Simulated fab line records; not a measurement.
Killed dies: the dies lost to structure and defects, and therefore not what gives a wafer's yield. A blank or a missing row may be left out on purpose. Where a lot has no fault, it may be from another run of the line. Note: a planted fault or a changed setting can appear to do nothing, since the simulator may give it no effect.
fab line records :: flow sky130 :: part 2 of 2: steps 25 to 34 of 34
[record]
  lots = 5
  wafers = 15
  lastDay = 48
route steps=708 shown VT_ADJUST_PCH@149 SONOS_TUNNEL@154 SONOS_ONO@168
lots with no fault: from the same line, run without faults
startH: start of the lot's first displayed wafer, in hours after the record's first day :: waitH: hours from the lot's prior step to this one :: " unchanged from the row above :: L1.1+2: one row covering several wafers at once :: - no value, or no start was given :: * or withheld: withheld :: < > ~ a bound
route shown NAME@n: a module of which the file shows steps, and the number in the route of the first :: usual: mean/standard deviation of fault-free wafers :: same: alike in all rows :: chamber/n: place in a boat :: sites: readings site by site :: _std_site: standard deviation across them :: _edge_site: inner sites' mean taken away from outer sites' mean :: radiusMm: for every site, how far away it sits from the centre of the wafer :: mask NAME#n: copy n :: behind: tool/chamber where the wafer was last shaped :: hold: the reason the lot was held/the length of the hold in hours/how it ended :: device: which transistor (n, p or np) failed to switch :: end of line: tests run on the same wafers once the route is complete :: for a step that has no rows: nothing shown but its recipe :: killed: the dies lost at the first sort to structure and to defects; this is not the yield of the wafer :: map: per-die view of a wafer (x killed, . not killed, _ where there is no die)
set.NAME: the setting as run; set.NAME@STEP: as run at that earlier step :: model.NAME: the simulator's own value behind a step, which no gauge read
lots seen at some steps along the route; tables by step, rows by wafer
services: the hour from which a tool's chamber was out of use, counted from the record's first day as startH (under 0 if before that day), plus the number of hours and why
[[steps]]
[step SKY_SONOS_ONO_THK_MEAS_05]
[recipe]
  reads = SiO2_of_SONOS_ONO_CVD_04
[usual]
  SONOS_ONO_CVD_04_THK = 5.77/0.098
lot.wafer: L074.1
tool: filmMetro-04
chamber: -
startH: 264.10
waitH: 0.0
SONOS_ONO_CVD_04_THK[nm]: 5.69

lot.wafer: L074.4
tool: filmMetro-04
chamber: -
startH: 264.10
waitH: 0.0
SONOS_ONO_CVD_04_THK[nm]: 5.67

lot.wafer: L074.5
tool: filmMetro-04
chamber: -
startH: 264.10
waitH: 0.0
SONOS_ONO_CVD_04_THK[nm]: 5.64

lot.wafer: L077.1
tool: filmMetro-02
chamber: -
startH: 281.32
waitH: 0.0
SONOS_ONO_CVD_04_THK[nm]: 5.81

lot.wafer: L077.3
tool: filmMetro-02
chamber: -
startH: 281.32
waitH: 0.0
SONOS_ONO_CVD_04_THK[nm]: 5.83

lot.wafer: L077.4
tool: filmMetro-02
chamber: -
startH: 281.32
waitH: 0.0
SONOS_ONO_CVD_04_THK[nm]: 5.82

lot.wafer: L083.1
tool: filmMetro-04
chamber: -
startH: 325.77
waitH: 0.0
SONOS_ONO_CVD_04_THK[nm]: 5.86

lot.wafer: L083.2
tool: filmMetro-04
chamber: -
startH: 325.77
waitH: 0.0
SONOS_ONO_CVD_04_THK[nm]: 5.74

lot.wafer: L083.3
tool: filmMetro-04
chamber: -
startH: 325.77
waitH: 0.0
SONOS_ONO_CVD_04_THK[nm]: 5.73

lot.wafer: L086.1
tool: filmMetro-04
chamber: -
startH: 358.98
waitH: 0.0
SONOS_ONO_CVD_04_THK[nm]: 5.71

lot.wafer: L086.3
tool: filmMetro-04
chamber: -
startH: 358.98
waitH: 0.0
SONOS_ONO_CVD_04_THK[nm]: 5.76

lot.wafer: L086.4
tool: filmMetro-04
chamber: -
startH: 358.98
waitH: 0.0
SONOS_ONO_CVD_04_THK[nm]: 5.68

lot.wafer: L087.1
tool: filmMetro-04
chamber: -
startH: 363.13
waitH: 0.0
SONOS_ONO_CVD_04_THK[nm]: 5.78

lot.wafer: L087.2
tool: filmMetro-04
chamber: -
startH: 363.13
waitH: 0.0
SONOS_ONO_CVD_04_THK[nm]: 5.76

lot.wafer: L087.6
tool: filmMetro-04
chamber: -
startH: 363.13
waitH: 0.0
SONOS_ONO_CVD_04_THK[nm]: 5.73
[step SKY_SONOS_ONO_DEHYDRATE_06]
[recipe]
  tempC = 200
  timeS = 60
[usual]
  chillPlateTempC = 23.00/0.11
lot.wafer: L074.1
tool: lithoTrack-01
chamber: 0
startH: 275.76
waitH: 11.7
chillPlateTempC: 22.85

lot.wafer: L074.4
tool: lithoTrack-01
chamber: 0
startH: 275.76
waitH: 11.7
chillPlateTempC: 23.10

lot.wafer: L074.5
tool: lithoTrack-01
chamber: 0
startH: 275.76
waitH: 11.7
chillPlateTempC: 22.80

lot.wafer: L077.1
tool: lithoTrack-04
chamber: 0
startH: 292.18
waitH: 10.8
chillPlateTempC: 22.93

lot.wafer: L077.3
tool: lithoTrack-04
chamber: 0
startH: 292.18
waitH: 10.8
chillPlateTempC: 22.98

lot.wafer: L077.4
tool: lithoTrack-04
chamber: 0
startH: 292.18
waitH: 10.8
chillPlateTempC: 23.00

lot.wafer: L083.1
tool: lithoTrack-04
chamber: 0
startH: 338.08
waitH: 12.3
chillPlateTempC: 23.02

lot.wafer: L083.2
tool: lithoTrack-04
chamber: 0
startH: 338.08
waitH: 12.3
chillPlateTempC: 22.98

lot.wafer: L083.3
tool: lithoTrack-04
chamber: 0
startH: 338.08
waitH: 12.3
chillPlateTempC: 23.05

lot.wafer: L086.1
tool: lithoTrack-01
chamber: 0
startH: 371.71
waitH: 12.7
chillPlateTempC: 23.11

lot.wafer: L086.3
tool: lithoTrack-01
chamber: 0
startH: 371.71
waitH: 12.7
chillPlateTempC: 23.15

lot.wafer: L086.4
tool: lithoTrack-01
chamber: 0
startH: 371.71
waitH: 12.7
chillPlateTempC: 23.12

lot.wafer: L087.1
tool: lithoTrack-03
chamber: 0
startH: 376.23
waitH: 13.1
chillPlateTempC: 22.96

lot.wafer: L087.2
tool: lithoTrack-03
chamber: 0
startH: 376.23
waitH: 13.1
chillPlateTempC: 23.00

lot.wafer: L087.6
tool: lithoTrack-03
chamber: 0
startH: 376.23
waitH: 13.1
chillPlateTempC: 22.98
[step SKY_SONOS_ONO_HMDS_07]
[recipe]
  primeTimeS = 60
  primeTempC = 120
[usual]
  chillPlateTempC = 22.98/0.12
lot.wafer: L074.1
tool: lithoTrack-01
chamber: 0
startH: 275.91
waitH: 0.1
chillPlateTempC: 23.07

lot.wafer: L074.4
tool: lithoTrack-01
chamber: 0
startH: 275.91
waitH: 0.1
chillPlateTempC: 23.06

lot.wafer: L074.5
tool: lithoTrack-01
chamber: 0
startH: 275.91
waitH: 0.1
chillPlateTempC: 23.21

lot.wafer: L077.1
tool: lithoTrack-04
chamber: 0
startH: 292.33
waitH: 0.1
chillPlateTempC: 22.94

lot.wafer: L077.3
tool: lithoTrack-04
chamber: 0
startH: 292.33
waitH: 0.1
chillPlateTempC: 22.90

lot.wafer: L077.4
tool: lithoTrack-04
chamber: 0
startH: 292.33
waitH: 0.1
chillPlateTempC: 23.08

lot.wafer: L083.1
tool: lithoTrack-04
chamber: 0
startH: 338.23
waitH: 0.1
chillPlateTempC: 23.09

lot.wafer: L083.2
tool: lithoTrack-04
chamber: 0
startH: 338.23
waitH: 0.1
chillPlateTempC: 22.94

lot.wafer: L083.3
tool: lithoTrack-04
chamber: 0
startH: 338.23
waitH: 0.1
chillPlateTempC: 23.16

lot.wafer: L086.1
tool: lithoTrack-01
chamber: 0
startH: 371.86
waitH: 0.1
chillPlateTempC: 23.00

lot.wafer: L086.3
tool: lithoTrack-01
chamber: 0
startH: 371.86
waitH: 0.1
chillPlateTempC: 22.77

lot.wafer: L086.4
tool: lithoTrack-01
chamber: 0
startH: 371.86
waitH: 0.1
chillPlateTempC: 22.91

lot.wafer: L087.1
tool: lithoTrack-03
chamber: 0
startH: 376.38
waitH: 0.1
chillPlateTempC: 22.92

lot.wafer: L087.2
tool: lithoTrack-03
chamber: 0
startH: 376.38
waitH: 0.1
chillPlateTempC: 23.13

lot.wafer: L087.6
tool: lithoTrack-03
chamber: 0
startH: 376.38
waitH: 0.1
chillPlateTempC: 22.83
[step SKY_SONOS_ONO_COAT_08]
[recipe]
  resist = NOVOLAK
  spinRpm = 3000
  resistThkNm = 1140
[usual]
  chillPlateTempC = 22.99/0.094
  spinSpeedRpm = 3000.2/2.4
lot.wafer: L074.1
tool: lithoTrack-01
chamber: 0
startH: 276.06
waitH: 0.1
chillPlateTempC: 22.94
spinSpeedRpm: 3000.5

lot.wafer: L074.4
tool: lithoTrack-01
chamber: 0
startH: 276.06
waitH: 0.1
chillPlateTempC: 22.95
spinSpeedRpm: 3003.1

lot.wafer: L074.5
tool: lithoTrack-01
chamber: 0
startH: 276.06
waitH: 0.1
chillPlateTempC: 23.08
spinSpeedRpm: 3001.7

lot.wafer: L077.1
tool: lithoTrack-04
chamber: 0
startH: 292.48
waitH: 0.1
chillPlateTempC: 22.99
spinSpeedRpm: 3001.7

lot.wafer: L077.3
tool: lithoTrack-04
chamber: 0
startH: 292.48
waitH: 0.1
chillPlateTempC: 23.07
spinSpeedRpm: 3002.0

lot.wafer: L077.4
tool: lithoTrack-04
chamber: 0
startH: 292.48
waitH: 0.1
chillPlateTempC: 23.04
spinSpeedRpm: 3003.6

lot.wafer: L083.1
tool: lithoTrack-04
chamber: 0
startH: 338.38
waitH: 0.1
chillPlateTempC: 23.05
spinSpeedRpm: 3001.7

lot.wafer: L083.2
tool: lithoTrack-04
chamber: 0
startH: 338.38
waitH: 0.1
chillPlateTempC: 22.96
spinSpeedRpm: 2999.7

lot.wafer: L083.3
tool: lithoTrack-04
chamber: 0
startH: 338.38
waitH: 0.1
chillPlateTempC: 23.06
spinSpeedRpm: 2998.0

lot.wafer: L086.1
tool: lithoTrack-01
chamber: 0
startH: 372.01
waitH: 0.1
chillPlateTempC: 22.99
spinSpeedRpm: 2997.4

lot.wafer: L086.3
tool: lithoTrack-01
chamber: 0
startH: 372.01
waitH: 0.1
chillPlateTempC: 22.98
spinSpeedRpm: 3000.6

lot.wafer: L086.4
tool: lithoTrack-01
chamber: 0
startH: 372.01
waitH: 0.1
chillPlateTempC: 23.01
spinSpeedRpm: 2997.9

lot.wafer: L087.1
tool: lithoTrack-03
chamber: 0
startH: 376.53
waitH: 0.1
chillPlateTempC: 22.98
spinSpeedRpm: 2995.5

lot.wafer: L087.2
tool: lithoTrack-03
chamber: 0
startH: 376.53
waitH: 0.1
chillPlateTempC: 22.80
spinSpeedRpm: 2996.7

lot.wafer: L087.6
tool: lithoTrack-03
chamber: 0
startH: 376.53
waitH: 0.1
chillPlateTempC: 22.95
spinSpeedRpm: 2999.0
[step SKY_SONOS_ONO_SOFTBAKE_09]
[recipe]
  tempC = 90
  timeS = 60
  resist = NOVOLAK
[usual]
  chillPlateTempC = 23.00/0.12
lot.wafer: L074.1
tool: lithoTrack-01
chamber: 0
startH: 276.21
waitH: 0.1
chillPlateTempC: 22.43

lot.wafer: L074.4
tool: lithoTrack-01
chamber: 0
startH: 276.21
waitH: 0.1
chillPlateTempC: 22.75

lot.wafer: L074.5
tool: lithoTrack-01
chamber: 0
startH: 276.21
waitH: 0.1
chillPlateTempC: 22.81

lot.wafer: L077.1
tool: lithoTrack-04
chamber: 0
startH: 292.63
waitH: 0.1
chillPlateTempC: 23.05

lot.wafer: L077.3
tool: lithoTrack-04
chamber: 0
startH: 292.63
waitH: 0.1
chillPlateTempC: 22.92

lot.wafer: L077.4
tool: lithoTrack-04
chamber: 0
startH: 292.63
waitH: 0.1
chillPlateTempC: 22.91

lot.wafer: L083.1
tool: lithoTrack-04
chamber: 0
startH: 338.53
waitH: 0.1
chillPlateTempC: 22.90

lot.wafer: L083.2
tool: lithoTrack-04
chamber: 0
startH: 338.53
waitH: 0.1
chillPlateTempC: 22.92

lot.wafer: L083.3
tool: lithoTrack-04
chamber: 0
startH: 338.53
waitH: 0.1
chillPlateTempC: 22.95

lot.wafer: L086.1
tool: lithoTrack-01
chamber: 0
startH: 372.16
waitH: 0.1
chillPlateTempC: 23.00

lot.wafer: L086.3
tool: lithoTrack-01
chamber: 0
startH: 372.16
waitH: 0.1
chillPlateTempC: 23.03

lot.wafer: L086.4
tool: lithoTrack-01
chamber: 0
startH: 372.16
waitH: 0.1
chillPlateTempC: 23.06

lot.wafer: L087.1
tool: lithoTrack-03
chamber: 0
startH: 376.68
waitH: 0.1
chillPlateTempC: 23.22

lot.wafer: L087.2
tool: lithoTrack-03
chamber: 0
startH: 376.68
waitH: 0.1
chillPlateTempC: 22.96

lot.wafer: L087.6
tool: lithoTrack-03
chamber: 0
startH: 376.68
waitH: 0.1
chillPlateTempC: 23.12
[step SKY_SONOS_ONO_EXPOSE_10]
[recipe]
  maskId = ONOM
  targetCdNm = 410
  na = 0.6
  sourceShape = conventional
  sigmaOuter = 0.6
  doseMj = 150
[usual]
  focusOffsetNm = -0.1/0.52
lot.wafer: L074.1
tool: ilineStepper-02
chamber: 0
startH: -
waitH: -
mask: ONOM#0
focusOffsetNm: -0.5

lot.wafer: L074.4
tool: ilineStepper-02
chamber: 0
startH: -
waitH: -
mask: ONOM#0
focusOffsetNm: 0.1

lot.wafer: L074.5
tool: ilineStepper-02
chamber: 0
startH: -
waitH: -
mask: ONOM#0
focusOffsetNm: -0.2

lot.wafer: L077.1
tool: ilineStepper-02
chamber: 0
startH: -
waitH: -
mask: ONOM#0
focusOffsetNm: 0.2

lot.wafer: L077.3
tool: ilineStepper-02
chamber: 0
startH: -
waitH: -
mask: ONOM#0
focusOffsetNm: -0.1

lot.wafer: L077.4
tool: ilineStepper-02
chamber: 0
startH: -
waitH: -
mask: ONOM#0
focusOffsetNm: -0.5

lot.wafer: L083.1
tool: ilineStepper-02
chamber: 0
startH: -
waitH: -
mask: ONOM#0
focusOffsetNm: -0.1

lot.wafer: L083.2
tool: ilineStepper-02
chamber: 0
startH: -
waitH: -
mask: ONOM#0
focusOffsetNm: -0.6

lot.wafer: L083.3
tool: ilineStepper-02
chamber: 0
startH: -
waitH: -
mask: ONOM#0
focusOffsetNm: -0.6

lot.wafer: L086.1
tool: ilineStepper-01
chamber: 0
startH: -
waitH: -
mask: ONOM#0
focusOffsetNm: -0.1

lot.wafer: L086.3
tool: ilineStepper-01
chamber: 0
startH: -
waitH: -
mask: ONOM#0
focusOffsetNm: 1.0

lot.wafer: L086.4
tool: ilineStepper-01
chamber: 0
startH: -
waitH: -
mask: ONOM#0
focusOffsetNm: -0.5

lot.wafer: L087.1
tool: ilineStepper-01
chamber: 0
startH: -
waitH: -
mask: ONOM#0
focusOffsetNm: -0.7

lot.wafer: L087.2
tool: ilineStepper-01
chamber: 0
startH: -
waitH: -
mask: ONOM#0
focusOffsetNm: -0.5

lot.wafer: L087.6
tool: ilineStepper-01
chamber: 0
startH: -
waitH: -
mask: ONOM#0
focusOffsetNm: -0.5
[step SKY_SONOS_ONO_PEB_11]
[recipe]
  tempC = withheld
  timeS = *
  resist = NOVOLAK
[usual]
  chillPlateTempC = *
lot.wafer: L074.1
tool: lithoTrack-01
chamber: 0
startH: -
waitH: -
chillPlateTempC: *

lot.wafer: L074.4
tool: lithoTrack-01
chamber: 0
startH: -
waitH: -
chillPlateTempC: *

lot.wafer: L074.5
tool: lithoTrack-01
chamber: 0
startH: -
waitH: -
chillPlateTempC: *

lot.wafer: L077.1
tool: lithoTrack-04
chamber: 0
startH: -
waitH: -
chillPlateTempC: *

lot.wafer: L077.3
tool: lithoTrack-04
chamber: 0
startH: -
waitH: -
chillPlateTempC: *

lot.wafer: L077.4
tool: lithoTrack-04
chamber: 0
startH: -
waitH: -
chillPlateTempC: *

lot.wafer: L083.1
tool: lithoTrack-01
chamber: 0
startH: -
waitH: -
chillPlateTempC: *

lot.wafer: L083.2
tool: lithoTrack-01
chamber: 0
startH: -
waitH: -
chillPlateTempC: *

lot.wafer: L083.3
tool: lithoTrack-01
chamber: 0
startH: -
waitH: -
chillPlateTempC: *

lot.wafer: L086.1
tool: lithoTrack-01
chamber: 0
startH: -
waitH: -
chillPlateTempC: *

lot.wafer: L086.3
tool: lithoTrack-01
chamber: 0
startH: -
waitH: -
chillPlateTempC: *

lot.wafer: L086.4
tool: lithoTrack-01
chamber: 0
startH: -
waitH: -
chillPlateTempC: *

lot.wafer: L087.1
tool: lithoTrack-04
chamber: 0
startH: -
waitH: -
chillPlateTempC: *

lot.wafer: L087.2
tool: lithoTrack-04
chamber: 0
startH: -
waitH: -
chillPlateTempC: *

lot.wafer: L087.6
tool: lithoTrack-04
chamber: 0
startH: -
waitH: -
chillPlateTempC: *
[step SKY_SONOS_ONO_DEVELOP_12]
[recipe]
  developTimeS = 60
  devTempC = 23
[usual]
  chillPlateTempC = 22.99/0.11
lot.wafer: L074.1
tool: lithoTrack-01
chamber: 0
startH: 287.56
waitH: 0.1
chillPlateTempC: 23.00

lot.wafer: L074.4
tool: lithoTrack-01
chamber: 0
startH: 287.56
waitH: 0.1
chillPlateTempC: 23.05

lot.wafer: L074.5
tool: lithoTrack-01
chamber: 0
startH: 287.56
waitH: 0.1
chillPlateTempC: 22.87

lot.wafer: L077.1
tool: lithoTrack-04
chamber: 0
startH: 305.98
waitH: 0.1
chillPlateTempC: 22.93

lot.wafer: L077.3
tool: lithoTrack-04
chamber: 0
startH: 305.98
waitH: 0.1
chillPlateTempC: 23.02

lot.wafer: L077.4
tool: lithoTrack-04
chamber: 0
startH: 305.98
waitH: 0.1
chillPlateTempC: 23.09

lot.wafer: L083.1
tool: lithoTrack-01
chamber: 0
startH: 351.06
waitH: 0.1
chillPlateTempC: 23.07

lot.wafer: L083.2
tool: lithoTrack-01
chamber: 0
startH: 351.06
waitH: 0.1
chillPlateTempC: 23.02

lot.wafer: L083.3
tool: lithoTrack-01
chamber: 0
startH: 351.06
waitH: 0.1
chillPlateTempC: 23.16

lot.wafer: L086.1
tool: lithoTrack-01
chamber: 0
startH: 386.16
waitH: 0.1
chillPlateTempC: 22.96

lot.wafer: L086.3
tool: lithoTrack-01
chamber: 0
startH: 386.16
waitH: 0.1
chillPlateTempC: 22.91

lot.wafer: L086.4
tool: lithoTrack-01
chamber: 0
startH: 386.16
waitH: 0.1
chillPlateTempC: 23.04

lot.wafer: L087.1
tool: lithoTrack-04
chamber: 0
startH: 391.48
waitH: 0.1
chillPlateTempC: 23.12

lot.wafer: L087.2
tool: lithoTrack-04
chamber: 0
startH: 391.48
waitH: 0.1
chillPlateTempC: 22.92

lot.wafer: L087.6
tool: lithoTrack-04
chamber: 0
startH: 391.48
waitH: 0.1
chillPlateTempC: 23.15
[step SKY_SONOS_ONO_CD_MEAS_13]
[recipe]
  targetCdNm = 410
[usual]
  cdNm = 410.2/2.2
lot.wafer: L074.1
tool: cdSem-01
chamber: -
startH: 287.71
waitH: 0.1
cdNm: 413.4

lot.wafer: L074.4
tool: cdSem-01
chamber: -
startH: 287.71
waitH: 0.1
cdNm: 413.6

lot.wafer: L074.5
tool: cdSem-01
chamber: -
startH: 287.71
waitH: 0.1
cdNm: 413.2

lot.wafer: L077.1
tool: cdSem-01
chamber: -
startH: 306.13
waitH: 0.1
cdNm: 412.1

lot.wafer: L077.3
tool: cdSem-01
chamber: -
startH: 306.13
waitH: 0.1
cdNm: 411.5

lot.wafer: L077.4
tool: cdSem-01
chamber: -
startH: 306.13
waitH: 0.1
cdNm: 409.3

lot.wafer: L083.1
tool: cdSem-02
chamber: -
startH: 351.21
waitH: 0.1
cdNm: 406.7

lot.wafer: L083.2
tool: cdSem-02
chamber: -
startH: 351.21
waitH: 0.1
cdNm: 407.0

lot.wafer: L083.3
tool: cdSem-02
chamber: -
startH: 351.21
waitH: 0.1
cdNm: 409.7

lot.wafer: L086.1
tool: cdSem-02
chamber: -
startH: 386.31
waitH: 0.1
cdNm: 409.7

lot.wafer: L086.3
tool: cdSem-02
chamber: -
startH: 386.31
waitH: 0.1
cdNm: 408.8

lot.wafer: L086.4
tool: cdSem-02
chamber: -
startH: 386.31
waitH: 0.1
cdNm: 409.7

lot.wafer: L087.1
tool: cdSem-01
chamber: -
startH: 391.63
waitH: 0.1
cdNm: 410.6

lot.wafer: L087.2
tool: cdSem-01
chamber: -
startH: 391.63
waitH: 0.1
cdNm: 410.9

lot.wafer: L087.6
tool: cdSem-01
chamber: -
startH: 391.63
waitH: 0.1
cdNm: 411.9
[step SKY_SONOS_ONO_OVL_MEAS_14]
[usual]
  SONOS_ONO_OVL = 0.3/1.2
lot.wafer: L074.1
tool: overlay-02
chamber: -
startH: 287.83
waitH: 0.1
SONOS_ONO_OVL[nm]: -0.8

lot.wafer: L074.4
tool: overlay-02
chamber: -
startH: 287.83
waitH: 0.1
SONOS_ONO_OVL[nm]: -1.0

lot.wafer: L074.5
tool: overlay-02
chamber: -
startH: 287.83
waitH: 0.1
SONOS_ONO_OVL[nm]: -0.9

lot.wafer: L077.1
tool: overlay-02
chamber: -
startH: 306.25
waitH: 0.1
SONOS_ONO_OVL[nm]: 1.8

lot.wafer: L077.3
tool: overlay-02
chamber: -
startH: 306.25
waitH: 0.1
SONOS_ONO_OVL[nm]: -0.1

lot.wafer: L077.4
tool: overlay-02
chamber: -
startH: 306.25
waitH: 0.1
SONOS_ONO_OVL[nm]: -1.2

lot.wafer: L083.1
tool: overlay-01
chamber: -
startH: 351.33
waitH: 0.1
SONOS_ONO_OVL[nm]: -0.6

lot.wafer: L083.2
tool: overlay-01
chamber: -
startH: 351.33
waitH: 0.1
SONOS_ONO_OVL[nm]: 1.0

lot.wafer: L083.3
tool: overlay-01
chamber: -
startH: 351.33
waitH: 0.1
SONOS_ONO_OVL[nm]: -1.7

lot.wafer: L086.1
tool: overlay-02
chamber: -
startH: 386.43
waitH: 0.1
SONOS_ONO_OVL[nm]: 1.6

lot.wafer: L086.3
tool: overlay-02
chamber: -
startH: 386.43
waitH: 0.1
SONOS_ONO_OVL[nm]: 1.3

lot.wafer: L086.4
tool: overlay-02
chamber: -
startH: 386.43
waitH: 0.1
SONOS_ONO_OVL[nm]: 0.5

lot.wafer: L087.1
tool: overlay-01
chamber: -
startH: 391.75
waitH: 0.1
SONOS_ONO_OVL[nm]: 1.2

lot.wafer: L087.2
tool: overlay-01
chamber: -
startH: 391.75
waitH: 0.1
SONOS_ONO_OVL[nm]: 0.2

lot.wafer: L087.6
tool: overlay-01
chamber: -
startH: 391.75
waitH: 0.1
SONOS_ONO_OVL[nm]: 1.4
[[services]]
tool: ilineStepper-01
chamber: 0
startH: 208.90
hours: -
kind: calibration

tool: ilineStepper-02
chamber: -
startH: 211.31
hours: 1.7
kind: pm

tool: implanter-01
chamber: -
startH: 216.85
hours: 3.8
kind: repair

tool: plasmaAsher-04
chamber: -
startH: 222.98
hours: 4.3
kind: repair

tool: furnace-02
chamber: -
startH: 224.43
hours: 3.6
kind: pm

tool: implanter-02
chamber: -
startH: 227.10
hours: 3.5
kind: repair

tool: wetBench-01
chamber: -
startH: 234.62
hours: 1.5
kind: repair

tool: lpcvd-02
chamber: -
startH: 258.24
hours: 1.2
kind: repair

tool: plasmaAsher-01
chamber: -
startH: 262.83
hours: 2.8
kind: pm

tool: furnace-01
chamber: -
startH: 266.62
hours: 3.6
kind: pm

tool: implanter-01
chamber: -
startH: 272.43
hours: 4.9
kind: pm

tool: plasmaAsher-03
chamber: -
startH: 274.08
hours: 5.1
kind: repair

tool: plasmaAsher-03
chamber: -
startH: 276.39
hours: 3.1
kind: repair

tool: implanter-03
chamber: -
startH: 285.46
hours: 0.6
kind: repair

tool: ilineStepper-01
chamber: -
startH: 297.69
hours: 2.1
kind: pm

tool: ilineStepper-01
chamber: -
startH: 299.78
hours: -
kind: consumableReplace:lamp

tool: ilineStepper-01
chamber: -
startH: 303.44
hours: 2.0
kind: repair

tool: implanter-02
chamber: -
startH: 319.22
hours: 3.0
kind: pm

tool: furnace-02
chamber: -
startH: 324.11
hours: 2.7
kind: pm

tool: lpcvd-03
chamber: -
startH: 325.84
hours: 0.7
kind: repair

tool: lpcvd-02
chamber: -
startH: 340.77
hours: 14.6
kind: pm

tool: furnace-01
chamber: -
startH: 342.16
hours: 4.1
kind: pm

tool: implanter-01
chamber: -
startH: 346.55
hours: 9.8
kind: repair

tool: implanter-02
chamber: -
startH: 358.06
hours: 1.7
kind: repair
